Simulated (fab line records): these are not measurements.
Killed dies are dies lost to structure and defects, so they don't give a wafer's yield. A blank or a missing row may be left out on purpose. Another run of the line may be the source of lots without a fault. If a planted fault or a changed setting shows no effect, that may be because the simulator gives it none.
Matching of chambers :: flow sky130 :: SKY_LI_CONTACT_ETCH_15 on rie-diel-03 has 4 sister chambers
The step etches PSG in C4F8/O2/Ar, stops on Si, target depth 600 nm. 8 wafers are shown with their chamber, then 10 later ones without.

== WAFERS WITH THEIR CHAMBER ==
wafer: L078.2
chamber: 2
chamber-pressure-mTorr (mTorr): 40.03
bias-w (W): 1202

wafer: L080.3
chamber: 2
chamber-pressure-mTorr (mTorr): 40.02
bias-w (W): 1194

wafer: L081.3
chamber: 0
chamber-pressure-mTorr (mTorr): 40.04
bias-w (W): 1202

wafer: L088.1
chamber: 1
chamber-pressure-mTorr (mTorr): 39.98
bias-w (W): 1202

wafer: L088.3
chamber: 3
chamber-pressure-mTorr (mTorr): 39.95
bias-w (W): 1197

wafer: L088.6
chamber: 1
chamber-pressure-mTorr (mTorr): 40.01
bias-w (W): 1205

wafer: L091.2
chamber: 0
chamber-pressure-mTorr (mTorr): 40.04
bias-w (W): 1199

wafer: L091.4
chamber: 3
chamber-pressure-mTorr (mTorr): 40.00
bias-w (W): 1205

== WAFERS WHOSE CHAMBER IS MISSING ==
wafer: L091.6
chamber-pressure-mTorr (mTorr): 40.03
bias-w (W): 1199

wafer: L092.2
chamber-pressure-mTorr (mTorr): 39.97
bias-w (W): 1200

wafer: L092.3
chamber-pressure-mTorr (mTorr): 40.06
bias-w (W): 1197

wafer: L092.5
chamber-pressure-mTorr (mTorr): 39.96
bias-w (W): 1195

wafer: L093.4
chamber-pressure-mTorr (mTorr): 39.99
bias-w (W): 1200

wafer: L093.5
chamber-pressure-mTorr (mTorr): 40.04
bias-w (W): 1200

wafer: L093.6
chamber-pressure-mTorr (mTorr): 39.95
bias-w (W): 1196

wafer: L097.1
chamber-pressure-mTorr (mTorr): 39.98
bias-w (W): 1207

wafer: L097.2
chamber-pressure-mTorr (mTorr): 39.95
bias-w (W): 1201

wafer: L097.6
chamber-pressure-mTorr (mTorr): 39.98
bias-w (W): 1206

== WHICH CHAMBER EACH WENT THROUGH ==
wafer: L091.6
from the rows above: can't be placed: 2 or 0 or 1
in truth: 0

wafer: L092.2
from the rows above: can't be placed: 3 or 1
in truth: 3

wafer: L092.3
from the rows above: can't be placed: 0 or 2
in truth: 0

wafer: L092.5
from the rows above: can't be placed: 3 or 1 or 2
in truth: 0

wafer: L093.4
from the rows above: can't be placed: 3 or 1 or 2 or 0
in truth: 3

wafer: L093.5
from the rows above: can't be placed: 0 or 2
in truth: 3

wafer: L093.6
from the rows above: can't be placed: 3 or 1 or 2
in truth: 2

wafer: L097.1
from the rows above: can't be placed: 1 or 3 or 2
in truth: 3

wafer: L097.2
from the rows above: can't be placed: 3 or 1
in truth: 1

wafer: L097.6
from the rows above: can't be placed: 1 or 3 or 2
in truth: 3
0 of 10 placed correctly. These rows do not allow placing 10 (true chamber among the candidates in 8). 0 placed wrongly.
How it was worked out, from the rows above alone: a wafer's distance from a chamber is the root of the sum, over the readings, of the square of ((its reading less the chamber's mean) divided by the reading's scatter). If the next closest chamber is less than 2 further off than the closest, the wafer can't be placed; otherwise it belongs to the closest. For every chamber, the mean is computed from those of its wafers that are shown. The scatter: take each reading less its chamber's mean, square it, sum over the shown wafers, divide by the number of wafers less the number of chambers, and take the root.
